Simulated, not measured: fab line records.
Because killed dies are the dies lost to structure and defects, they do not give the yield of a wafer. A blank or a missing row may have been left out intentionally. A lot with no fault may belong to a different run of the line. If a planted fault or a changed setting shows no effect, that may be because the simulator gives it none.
fab line records	flow sky130
[record] lots = 6	wafers = 18	last_day = 50
route steps=708 shown METAL5@662 PAD_OPEN@708
lots that met no fault: taken from a fault-free run of the same line
start_h: start of the lot's first displayed wafer, in hours after the record's first day	wait_h: hours since the lot's step before	" as in the row above	L1.1+2: a single row standing in for several wafers	- no value, or no start was given	* or withheld: withheld	< > ~ a bound
route shown NAME@n: NAME is a module with steps in the file, n the number in the route of the first one	usual: mean and standard deviation over wafers with no fault	same: alike in all rows	chamber/n: place in a boat	sites: per-site readings	_std_site: how widely they spread, as a standard deviation	_edge_site: the outer-site mean with the inner-site mean subtracted	radius_mm: how far each site lies from the wafer's centre	mask NAME#n: copy n	behind: the last tool/chamber to shape the wafer	hold: what put the lot on hold/how long, in hours/how the hold closed	device: which transistor (n, p or np) failed to switch	end of line: the tests these same wafers got at the end of their route	a step given without rows: its recipe and nothing more	killed: the dies lost at the first sort to structure and to defects; this is not the yield of the wafer	map: a wafer's dies, x killed, . not, _ none there
set.NAME: setting as actually run; set.NAME@STEP: the setting as run at that earlier step	model.NAME: the simulator's own value behind a step, which no gauge read
lots at some steps of the route; a table a step, a row a wafer
services: from which hour (start_h, from the record's first day; less than 0 if before it) a tool's chamber was out of use, for how many hours, and why
[[steps]]
[step SKY_METAL5_SPUTTER_01]
[recipe] material = TiN	target_thk_nm = 20	power_w = 6500	time_s = 16.7	chamber_pressure_pa = 0.4
[usual] throttle_valve_pct = 29.9/1.4
lot.wafer	tool	chamber	start_h	wait_h	throttle_valve_pct
L977.3	pvd_sputter-02	-	1001.04	0.0	32.0
L977.4	"	-	"	"	31.4
L977.6	"	-	"	"	31.5
L983.1	pvd_sputter-03	-	1049.39	0.0	27.4
L983.2	"	-	"	"	29.3
L983.6	"	-	"	"	29.2
L990.4	pvd_sputter-02	-	1087.07	0.0	31.6
L990.5	"	-	"	"	31.6
L990.6	"	-	"	"	31.2
L991.2	pvd_sputter-03	-	1099.57	0.0	29.1
L991.4	"	-	"	"	29.4
L991.5	"	-	"	"	29.4
L995.2	pvd_sputter-02	-	1140.88	0.0	28.8
L995.3	"	-	"	"	31.7
L995.5	"	-	"	"	31.8
L998.4	pvd_sputter-04	-	1148.98	0.0	29.2
L998.5	"	-	"	"	29.6
L998.6	"	-	"	"	28.4
[step SKY_METAL5_SPUTTER_02]
[recipe] material = AlCu	target_thk_nm = 1150	power_w = 10600	time_s = 61.2	chamber_pressure_pa = 0.4
[usual] throttle_valve_pct = 29.9/1.4
lot.wafer	tool	chamber	start_h	wait_h	throttle_valve_pct
L977.3	pvd_sputter-02	-	1001.07	0.0	31.6
L977.4	"	-	"	"	31.0
L977.6	"	-	"	"	31.6
L983.1	pvd_sputter-03	-	1049.41	0.0	27.6
L983.2	"	-	"	"	29.2
L983.6	"	-	"	"	29.3
L990.4	pvd_sputter-02	-	1087.09	0.0	31.7
L990.5	"	-	"	"	31.7
L990.6	"	-	"	"	31.6
L991.2	pvd_sputter-03	-	1099.59	0.0	28.9
L991.4	"	-	"	"	29.3
L991.5	"	-	"	"	29.3
L995.2	pvd_sputter-02	-	1140.91	0.0	28.5
L995.3	"	-	"	"	31.8
L995.5	"	-	"	"	32.0
L998.4	pvd_sputter-04	-	1149.00	0.0	29.4
L998.5	"	-	"	"	29.6
L998.6	"	-	"	"	28.1
[step SKY_METAL5_SPUTTER_03]
[recipe] material = Ti	target_thk_nm = 5	power_w = 3000	time_s = 3.3	chamber_pressure_pa = 0.4
[usual] throttle_valve_pct = 30.0/1.4
lot.wafer	tool	chamber	start_h	wait_h	throttle_valve_pct
L977.3	pvd_sputter-02	-	1001.12	0.0	31.9
L977.4	"	-	"	"	31.4
L977.6	"	-	"	"	31.8
L983.1	pvd_sputter-03	-	1049.46	0.0	27.1
L983.2	"	-	"	"	29.4
L983.6	"	-	"	"	29.4
L990.4	pvd_sputter-02	-	1087.14	0.0	31.4
L990.5	"	-	"	"	31.8
L990.6	"	-	"	"	31.4
L991.2	pvd_sputter-03	-	1099.64	0.0	29.1
L991.4	"	-	"	"	29.5
L991.5	"	-	"	"	29.3
L995.2	pvd_sputter-02	-	1140.96	0.0	28.7
L995.3	"	-	"	"	31.6
L995.5	"	-	"	"	31.6
L998.4	pvd_sputter-04	-	1149.05	0.0	29.4
L998.5	"	-	"	"	29.7
L998.6	"	-	"	"	28.3
[step SKY_METAL5_SPUTTER_04]
[recipe] material = TiN	target_thk_nm = 70	power_w = 6500	time_s = 58.3	chamber_pressure_pa = 0.4
[usual] throttle_valve_pct = 30.0/1.4
lot.wafer	tool	chamber	start_h	wait_h	throttle_valve_pct
L977.3	pvd_sputter-02	-	1001.14	0.0	31.7
L977.4	"	-	"	"	31.1
L977.6	"	-	"	"	31.9
L983.1	pvd_sputter-03	-	1049.48	0.0	27.7
L983.2	"	-	"	"	29.5
L983.6	"	-	"	"	29.3
L990.4	pvd_sputter-02	-	1087.16	0.0	31.6
L990.5	"	-	"	"	31.4
L990.6	"	-	"	"	31.2
L991.2	pvd_sputter-03	-	1099.66	0.0	29.0
L991.4	"	-	"	"	29.4
L991.5	"	-	"	"	29.4
L995.2	pvd_sputter-02	-	1140.98	0.0	28.6
L995.3	"	-	"	"	31.4
L995.5	"	-	"	"	31.5
L998.4	pvd_sputter-04	-	1149.07	0.0	29.5
L998.5	"	-	"	"	29.8
L998.6	"	-	"	"	28.5
[step SKY_METAL5_RS_MEAS_05]
[recipe] thk_meas_gauge = four-point-probe	reads = TiN_of_METAL5_SPUTTER_04+Ti_of_METAL5_SPUTTER_03+AlCu_of_METAL5_SPUTTER_02+TiN_of_METAL5_SPUTTER_01+Ti_of_METAL5_SPUTTER_00
[usual] METAL5_ALCU_RS = 0.0270/0.00034
lot.wafer	tool	chamber	start_h	wait_h	METAL5_ALCU_RS[ohm/sq]
L977.3	film_metro-01	-	1001.23	0.1	0.0266
L977.4	"	-	"	"	0.0264
L977.6	"	-	"	"	0.0266
L983.1	film_metro-03	-	1049.53	0.0	0.0276
L983.2	"	-	"	"	0.0279
L983.6	"	-	"	"	0.0277
L990.4	film_metro-04	-	1087.27	0.1	0.0276
L990.5	"	-	"	"	0.0272
L990.6	"	-	"	"	0.0270
L991.2	film_metro-03	-	1099.73	0.0	0.0269
L991.4	"	-	"	"	0.0265
L991.5	"	-	"	"	0.0268
L995.2	film_metro-03	-	1141.06	0.0	0.0274
L995.3	"	-	"	"	0.0274
L995.5	"	-	"	"	0.0275
L998.4	film_metro-04	-	1149.18	0.1	0.0265
L998.5	"	-	"	"	0.0270
L998.6	"	-	"	"	0.0267
[step SKY_METAL5_THK_MEAS_06]
[recipe] thk_meas_gauge = xrf	reads = AlCu_of_METAL5_SPUTTER_02
[usual] METAL5_ALCU_THK = 1150/16
lot.wafer	tool	chamber	start_h	wait_h	METAL5_ALCU_THK[nm]
L977.3	film_metro-01	-	1001.33	0.1	1168
L977.4	"	-	"	"	1168
L977.6	"	-	"	"	1168
L983.1	film_metro-03	-	1049.65	0.1	1113
L983.2	"	-	"	"	1117
L983.6	"	-	"	"	1124
L990.4	film_metro-04	-	1087.36	0.1	1142
L990.5	"	-	"	"	1155
L990.6	"	-	"	"	1169
L991.2	film_metro-03	-	1099.84	0.1	1148
L991.4	"	-	"	"	1163
L991.5	"	-	"	"	1161
L995.2	film_metro-03	-	1141.17	0.1	1127
L995.3	"	-	"	"	1121
L995.5	"	-	"	"	1120
L998.4	film_metro-04	-	1149.27	0.1	1188
L998.5	"	-	"	"	1163
L998.6	"	-	"	"	1176
[step SKY_METAL5_DEHYDRATE_07]
[recipe] temp_c = 200	time_s = 60
[step SKY_METAL5_HMDS_08]
[recipe] prime_time_s = 60	prime_temp_c = 120
[step SKY_METAL5_COAT_09]
[recipe] resist = NOVOLAK	spin_rpm = 3000	resist_thk_nm = 1800
[step SKY_METAL5_SOFTBAKE_10]
[recipe] temp_c = 90	time_s = 60	resist = NOVOLAK
[step SKY_METAL5_EXPOSE_11]
[recipe] mask_id = MM5	na = 0.6	source_shape = conventional	sigma_outer = 0.6	polarization = unpolarized	target_cd_nm = 1600	dose_mj = 190
[step SKY_METAL5_PEB_12]
[recipe] temp_c = withheld	time_s = *	resist = NOVOLAK
[step SKY_METAL5_DEVELOP_13]
[recipe] resist = NOVOLAK	developer = TMAH	develop_time_s = 60	dev_temp_c = 23
[usual] developer_temp_C = 23.00/0.095
lot.wafer	tool	chamber	start_h	wait_h	developer_temp_C
L977.3	litho_track-03	0	1023.28	0.1	23.02
L977.4	"	0	"	"	23.07
L977.6	"	0	"	"	22.99
L983.1	litho_track-04	0	1070.73	0.1	23.13
L983.2	"	0	"	"	23.13
L983.6	"	0	"	"	23.14
L990.4	litho_track-03	0	1106.35	0.1	25.27
L990.5	"	0	"	"	25.18
L990.6	"	0	"	"	25.23
L991.2	litho_track-03	0	1119.65	0.1	25.29
L991.4	"	0	"	"	25.32
L991.5	"	0	"	"	25.45
L995.2	litho_track-02	0	1155.77	0.1	22.90
L995.3	"	0	"	"	23.07
L995.5	"	0	"	"	22.94
L998.4	litho_track-02	0	1164.92	0.1	22.96
L998.5	"	0	"	"	22.99
L998.6	"	0	"	"	23.03
[step SKY_METAL5_DESCUM_14]
[recipe] chemistry = O2	source_power_w = 150	bias_power_w = 0	pressure_mtorr = 10	temp_c = 40	time_s = 11
[usual] drypump_motor_current_A = 5.8/0.5	oes_product_au = 0.993/0.0078
lot.wafer	tool	chamber	start_h	wait_h	drypump_motor_current_A	oes_product_au	rf_hours_counter_h
L977.3	rie_metal-04	0	1023.39	0.1	6.7	0.992	-
L977.4	"	1	"	"	5.8	0.990	-
L977.6	"	0	"	"	6.6	0.988	-
L983.1	rie_metal-02	0	1070.88	0.1	5.8	1.002	0
L983.2	"	1	"	"	5.9	1.004	20
L983.6	"	1	"	"	5.9	1.001	-
L990.4	rie_metal-02	0	1106.44	0.1	5.8	1.000	-
L990.5	"	0	"	"	5.7	1.006	-
L990.6	"	1	"	"	5.9	0.999	-
L991.2	rie_metal-02	0	1119.78	0.1	5.8	0.987	5
L991.4	"	1	"	"	5.9	1.004	-
L991.5	"	0	"	"	5.8	0.991	-
L995.2	rie_metal-04	0	1155.89	0.1	6.7	0.987	15
L995.3	"	0	"	"	6.7	0.987	-
L995.5	"	1	"	"	5.9	0.991	-
L998.4	rie_metal-01	1	1165.00	0.1	5.0	0.996	-
L998.5	"	0	"	"	5.8	0.982	-
L998.6	"	1	"	"	5.0	0.992	-
[step SKY_PAD_OPEN_PROBE_99]
[usual] defect_limited_yield = 82.8/1.7	killed_at_M0_to_M3 = 43/6.2	killed_at_M4_up = 2.8/1.7	killed_at_contacts = 24/4.8	killed_at_front_end = 15/4.3	killed_at_other = 0.3/0.55	killed_dies = 85/8.4	killed_on_rim = 17/3.8	killed_open = 46/6.7	killed_short = 38/6.2	sort_bin_3_pad_short = 0.9/0.46	sort_bin_5_function = 10.2/1.3	sort_bin_6_memory = 6.1/0.9	sort_n_pass = 407/8.4	sort_yield_pct = 82.8/1.7
[same] gross_dies = 492	killed_at_back_side = 0	sort_bin_4_leakage[%] = 0	sort_bin_8_speed[%] = 0
lot.wafer	tool	chamber	start_h	wait_h	defect_limited_yield[%]	killed_at_M0_to_M3	killed_at_M4_up	killed_at_contacts	killed_at_front_end	killed_at_other	killed_dies	killed_on_rim	killed_open	killed_short	sort_bin_3_pad_short[%]	sort_bin_5_function[%]	sort_bin_6_memory[%]	sort_n_pass	sort_yield_pct[%]
L977.3	prober-02	-	1071.33	0.2	86.4	33	3	21	10	0	67	12	35	32	0.8	6.7	6.1	425	86.4
L977.4	prober-02	-	1071.38	0.2	81.7	50	1	25	14	0	90	22	45	45	0.6	10.4	7.3	402	81.7
L977.6	prober-02	-	1071.48	0.2	82.3	44	5	22	16	0	87	17	52	34	0.4	10.8	6.5	405	82.3
L983.1	prober-02	-	1113.63	0.1	83.7	46	3	17	14	0	80	21	49	31	1.2	9.6	5.5	412	83.7
L983.2	prober-02	-	1113.68	0.1	84.1	39	2	24	12	1	78	18	50	27	0.2	8.1	7.5	414	84.1
L983.6	prober-02	-	1113.88	0.2	85.2	42	4	20	7	0	73	14	37	35	0.8	8.1	5.9	419	85.2
L990.4	prober-01	-	1147.34	0.2	82.1	49	5	24	10	0	88	14	48	40	1.0	9.6	7.3	404	82.1
L990.5	prober-01	-	1147.39	0.2	86.2	33	2	22	11	0	68	9	33	35	0.2	8.3	5.3	424	86.2
L990.6	prober-01	-	1147.44	0.2	80.7	46	2	28	19	0	95	21	49	46	1.6	11.2	6.5	397	80.7
L991.2	prober-02	-	1156.50	0.1	80.5	50	1	28	16	1	96	22	54	42	1.0	10.6	7.9	396	80.5
L991.4	prober-02	-	1156.60	0.2	85.0	37	5	18	14	0	74	10	42	30	0.4	9.3	5.3	418	85.0
L991.5	prober-02	-	1156.65	0.2	85.2	35	2	20	16	0	73	12	43	30	1.6	7.3	5.9	419	85.2
L995.2	prober-01	-	1193.64	0.1	79.5	47	1	30	23	0	101	21	52	49	1.2	11.8	7.5	391	79.5
L995.3	prober-01	-	1193.69	0.2	85.4	37	2	18	15	0	72	18	38	30	1.2	8.3	5.1	420	85.4
L995.5	prober-01	-	1193.79	0.2	84.8	38	0	19	18	0	75	15	44	30	1.0	10.0	4.3	417	84.8
L998.4	prober-01	-	1202.95	0.2	79.5	54	7	23	17	0	101	17	56	45	1.6	10.8	8.1	391	79.5
L998.5	prober-01	-	1203.00	0.2	82.7	44	1	19	20	1	85	15	44	41	1.2	9.8	6.3	407	82.7
L998.6	prober-01	-	1203.05	0.2	84.1	37	4	24	13	0	78	13	41	37	1.0	7.9	6.9	414	84.1
// killed by level:class
L977.3 CONTACT:geometric_particle:open=11 VIA2:geometric_particle:open=7 FIELD_ISO:geometric_particle:short=6 METAL1:geometric_particle:short=5 VIA3:geometric_particle:open=5 LI_CONTACT:geometric_particle:short=4 CONTACT:geometric_particle:short=4 VIA1:geometric_particle:open=4
L977.4 VIA1:geometric_particle:open=15 VIA1:geometric_particle:short=10 METAL1:geometric_particle:short=8 CONTACT:geometric_particle:open=7 LI_CONTACT:geometric_particle:open=6 CONTACT:geometric_particle:short=6 FIELD_ISO:geometric_particle:short=5 VIA3:geometric_particle:open=5
L977.6 VIA1:geometric_particle:open=15 VIA3:geometric_particle:open=12 CONTACT:geometric_particle:open=9 CONTACT:geometric_particle:short=6 FIELD_ISO:geometric_particle:open=5 FIELD_ISO:geometric_particle:short=5 METAL2:geometric_particle:short=5 METAL4:geometric_particle:short=4
L983.1 VIA1:geometric_particle:open=18 VIA2:geometric_particle:open=8 METAL1:geometric_particle:short=7 LI_CONTACT:geometric_particle:open=5 CONTACT:geometric_particle:open=5 POLY_GATE:geometric_particle:open=4 POLY_GATE:geometric_particle:short=4 METAL2:geometric_particle:short=4
L983.2 VIA1:geometric_particle:open=12 LOCAL_INTERCONNECT:geometric_particle:short=7 VIA3:geometric_particle:open=7 CONTACT:geometric_particle:open=6 VIA2:geometric_particle:open=6 POLY_GATE:geometric_particle:open=4 CONTACT:geometric_particle:short=4 METAL2:geometric_particle:short=4
L983.6 CONTACT:geometric_particle:open=10 VIA1:geometric_particle:open=9 VIA1:geometric_particle:short=6 VIA3:geometric_particle:open=6 METAL1:geometric_particle:short=5 LI_CONTACT:geometric_particle:open=4 VIA3:geometric_particle:short=4 METAL2:geometric_particle:short=3
L990.4 VIA1:geometric_particle:open=11 METAL2:geometric_particle:short=8 CONTACT:geometric_particle:open=8 CONTACT:geometric_particle:short=6 VIA1:geometric_particle:short=6 VIA2:geometric_particle:open=6 VIA3:geometric_particle:open=6 LI_CONTACT:geometric_particle:open=4
L990.5 METAL2:geometric_particle:short=11 LI_CONTACT:geometric_particle:open=8 POLY_GATE:geometric_particle:open=5 CONTACT:geometric_particle:open=5 VIA1:geometric_particle:open=5 VIA3:geometric_particle:open=5 LI_CONTACT:geometric_particle:short=4 VIA1:geometric_particle:short=4
L990.6 METAL2:geometric_particle:short=11 CONTACT:geometric_particle:open=11 LI_CONTACT:geometric_particle:open=6 VIA2:geometric_particle:open=6 METAL2:geometric_particle:open=5 FIELD_ISO:geometric_particle:open=4 POLY_GATE:geometric_particle:short=4 LI_CONTACT:geometric_particle:short=4
L991.2 VIA1:geometric_particle:open=10 METAL2:geometric_particle:short=10 LI_CONTACT:geometric_particle:open=9 CONTACT:geometric_particle:open=8 VIA2:geometric_particle:open=6 VIA3:geometric_particle:open=6 CONTACT:geometric_particle:short=5 VIA1:geometric_particle:short=5
L991.4 VIA1:geometric_particle:open=11 CONTACT:geometric_particle:open=10 VIA3:geometric_particle:open=8 VIA1:geometric_particle:short=6 METAL2:geometric_particle:short=6 FIELD_ISO:geometric_particle:open=4 FIELD_ISO:geometric_particle:short=4 LI_CONTACT:geometric_particle:short=3
L991.5 CONTACT:geometric_particle:open=11 VIA1:geometric_particle:open=9 FIELD_ISO:geometric_particle:open=7 VIA1:geometric_particle:short=7 VIA2:geometric_particle:open=5 METAL1:geometric_particle:short=5 LI_CONTACT:geometric_particle:open=4 FIELD_ISO:geometric_particle:short=3
L995.2 LI_CONTACT:geometric_particle:open=10 VIA3:geometric_particle:open=10 VIA1:geometric_particle:open=8 FIELD_ISO:geometric_particle:open=6 CONTACT:geometric_particle:open=6 METAL1:geometric_particle:short=6 METAL3:geometric_particle:short=6 LI_CONTACT:geometric_particle:short=5
L995.3 VIA1:geometric_particle:open=9 POLY_GATE:geometric_particle:open=6 CONTACT:geometric_particle:open=6 METAL1:geometric_particle:short=6 VIA3:geometric_particle:open=5 LI_CONTACT:geometric_particle:open=4 VIA2:geometric_particle:short=4 VIA2:geometric_particle:open=4
L995.5 VIA3:geometric_particle:open=9 VIA1:geometric_particle:open=8 LI_CONTACT:geometric_particle:open=6 CONTACT:geometric_particle:open=5 METAL1:geometric_particle:short=5 VIA2:geometric_particle:open=5 FIELD_ISO:geometric_particle:open=4 SPACER:geometric_particle:short=4
L998.4 VIA2:geometric_particle:open=16 METAL1:geometric_particle:short=10 VIA3:geometric_particle:open=8 LI_CONTACT:geometric_particle:open=7 VIA1:geometric_particle:open=7 METAL4:geometric_particle:short=6 FIELD_ISO:geometric_particle:open=5 CONTACT:geometric_particle:short=5
L998.5 CONTACT:geometric_particle:open=9 VIA3:geometric_particle:open=9 VIA1:geometric_particle:open=8 FIELD_ISO:geometric_particle:short=7 FIELD_ISO:geometric_particle:open=6 METAL1:geometric_particle:short=6 VIA3:geometric_particle:short=5 LI_CONTACT:geometric_particle:open=4
L998.6 LI_CONTACT:geometric_particle:open=10 METAL2:geometric_particle:short=9 CONTACT:geometric_particle:open=8 VIA2:geometric_particle:open=8 POLY_GATE:geometric_particle:short=5 VIA1:geometric_particle:open=5 METAL1:geometric_particle:short=4 POLY_GATE:geometric_particle:open=3
[[services]]
tool	chamber	start_h	hours	kind
rie_metal-02	0	982.87	14.9	repair
pvd_sputter-02	-	983.12	1.3	repair
pvd_sputter-03	-	984.20	3.6	repair
pvd_sputter-03	-	986.73	3.8	repair
rie_metal-04	-	1010.25	2.8	pm
rie_metal-04	-	1013.62	2.3	repair
rie_metal-02	1	1025.71	2.6	repair
rie_metal-02	0	1042.79	-	clean
rie_metal-02	0	1042.79	15.8	scheduled_down
rie_metal-02	0	1042.79	15.8	vent_cycle
rie_metal-02	-	1049.90	1.0	repair
pvd_sputter-03	-	1055.11	9.2	repair
rie_metal-04	1	1066.14	4.3	repair
pvd_sputter-03	-	1075.13	4.3	repair
rie_metal-04	1	1104.60	4.0	repair
pvd_sputter-03	-	1135.95	2.3	repair
rie_metal-01	1	1138.34	-	clean
rie_metal-01	1	1138.34	-	consumable_replace:focus_ring
rie_metal-01	1	1138.34	15.9	scheduled_down
rie_metal-01	1	1138.34	15.9	vent_cycle
[[key]]
[first_sign] step = SKY_METAL5_DEVELOP_13	reading = developer_temp_C	direction = up	sigmas = 24	usual = *	struck = *
effect none on later readings
met_at SKY_METAL5_DEVELOP_13
struck_wafers L990.4,L990.5,L990.6,L991.2,L991.4,L991.5
onset_between 1023.28 1106.35
[fault] kind = process_parameter_drift	tool = litho_track-03	chamber = -	onset_h = 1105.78	steps = SKY_METAL5_DEVELOP_13	channel = dev_temp_c	offset = *	shape = step	end_h = 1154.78	acts_in = *	stated = *
